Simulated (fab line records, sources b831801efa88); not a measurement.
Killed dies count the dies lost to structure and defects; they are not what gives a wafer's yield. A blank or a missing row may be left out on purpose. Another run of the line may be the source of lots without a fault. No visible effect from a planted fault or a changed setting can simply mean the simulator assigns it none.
Comparing a struck lot with a sound one | flow sky130 | 22 steps out of a route of 708
Sound: wafers L647.1, L647.3, L647.6. Struck: wafers L653.1, L653.6. (L653.3 of the same lot was not struck and is left out.) The cause comes at the end.
Per side, at each step with rows, come the tool, then ch with its chambers, and then its first start. Under that, the readings that differ: sound wafers | struck wafers | difference of the means | sigmas: that difference in standard deviations of wafers without a fault.
alike: same words and numbers on both sides, and readings whose means sit less than 2 such deviations apart. not compared: any withheld reading, any reading some wafer has no value for, any bound like >300 that may hide the same value, and any number with overlapping values for which the record gives no deviation.
The two part at a step that has a row with sigmas, a row that says differs or no value, or rows on one side only. Numbers that don't overlap but have no deviation are shown without sigmas and don't part them. A reading that every wafer of one side lacks parts them only if that side has two wafers or more.

first, 1 step without rows for these wafers: SKY_SONOS_ONO_DEVELOP_12 (develop time 60 s).
SKY_SONOS_ONO_CD_MEAS_13: target cd 410 nm.
  sound on cd_sem-02, day 14 05:23; struck on cd_sem-02, day 16 05:26
  alike: cd_nm
SKY_SONOS_ONO_OVL_MEAS_14:
  sound on overlay-02, day 14 05:31; struck on overlay-02, day 16 05:34
  alike: SONOS_ONO_OVL
SKY_SONOS_ONO_ETCH_15: etches the open film in CHF3/O2, target depth 19.52 nm, time 7.8 s.
  sound on rie_diel-02 ch 0,3, day 14 05:32; struck on rie_diel-01 ch 1, day 16 05:35
  alike: drypump_motor_current_A, oes_product_au, throttle_valve_pct
  not compared: rf_hours_counter_h
then, 1 step without rows for these wafers: SKY_SONOS_ONO_WET_ETCH_16 (etches SiO2 in dHF, target depth 14 nm, time 280 s).
SKY_SONOS_ONO_STRIP_17: strips in O2/N2.
  sound on plasma_asher-02 ch 0,1, day 14 05:39; struck on plasma_asher-02 ch 0,1, day 16 05:43
  reading               | sound             | struck      | difference | sigmas
  oes_product_au (a.u.) | 0.709 0.704 0.706 | 0.711 0.720 | +0.009     | +2
  alike: drypump_motor_current_A, strip_time_to_endpoint_s
  not compared: rf_hours_counter_h
then, 3 steps without rows for these wafers: SKY_SONOS_ONO_WET_ETCH_18 (etches Si3N4 in H3PO4, target depth 15 nm, time 172 s); SKY_GATE_OXIDE_CLEAN_00 (cleans in SC1/SC2, time 150 s); SKY_GATE_OXIDE_OXIDATION_01 (stabilise 600 s, purge 300 s, target thk 10.268 nm).
SKY_GATE_OXIDE_THK_MEAS_02:
  sound on film_metro-02, day 14 07:32; struck on film_metro-03, day 16 08:25
  alike: GATE_OXIDE_OXIDATION_00_THK
then, 2 steps without rows for these wafers: SKY_GATE_OXIDE_DEHYDRATE_03 (time 60 s); SKY_GATE_OXIDE_HMDS_04 (prime time 60 s).
SKY_GATE_OXIDE_COAT_05: resist thk 1140 nm.
  sound on litho_track-01 ch 0, day 14 20:18; struck on litho_track-01 ch 0, day 16 22:15
  reading                                         | sound          | struck    | difference | sigmas
  model.NOVOLAK_of_GATE_OXIDE_COAT_05.thk_nm (nm) | 1141 1137 1142 | 1057 1058 | -82        |
  alike: spin_speed_rpm
then, 3 steps without rows for these wafers: SKY_GATE_OXIDE_SOFTBAKE_06 (time 60 s); SKY_GATE_OXIDE_EXPOSE_07 (exposes mask LVOM, target cd 600 nm); SKY_GATE_OXIDE_PEB_08.
SKY_GATE_OXIDE_DEVELOP_09: develop time 60 s.
  sound on litho_track-03 ch 0, day 15 09:38; struck on litho_track-02 ch 0, day 17 12:50
  reading                                         | sound          | struck    | difference | sigmas
  model.NOVOLAK_of_GATE_OXIDE_COAT_05.thk_nm (nm) | 1140 1137 1141 | 1057 1058 | -82        |
  alike: developer_temp_C
SKY_GATE_OXIDE_OVL_MEAS_10:
  sound on overlay-02, day 15 09:47; struck on overlay-01, day 17 12:59
  alike: GATE_OXIDE_OVL
then, 2 steps without rows for these wafers: SKY_GATE_OXIDE_IMPLANT_11; SKY_GATE_OXIDE_WET_ETCH_12 (etches SiO2 in dHF, target depth 16.8 nm, time 336 s).
SKY_GATE_OXIDE_STRIP_13: strips in O2/N2.
  sound on plasma_asher-02 ch 0,1, day 15 10:05; struck on plasma_asher-02 ch 1, day 17 13:17
  reading                      | sound             | struck      | difference | sigmas
  strip_time_to_endpoint_s (s) | 14.18 14.15 14.18 | 13.20 13.21 | -0.96      | -23
  alike: drypump_motor_current_A, oes_product_au
  not compared: rf_hours_counter_h
SKY_GATE_OXIDE_TW_MEAS_14:
  sound on film_metro-02, day 15 10:11; struck on film_metro-02, day 17 13:23
  alike: GATE_OXIDE_TW

== WHERE THEY PART ==
Last at SKY_GATE_OXIDE_STRIP_13 as far as this record goes, first at SKY_SONOS_ONO_STRIP_17. Later steps at which nothing parts them and some readings are alike: SKY_GATE_OXIDE_TW_MEAS_14.

WHY: whatever the simulator had introduced
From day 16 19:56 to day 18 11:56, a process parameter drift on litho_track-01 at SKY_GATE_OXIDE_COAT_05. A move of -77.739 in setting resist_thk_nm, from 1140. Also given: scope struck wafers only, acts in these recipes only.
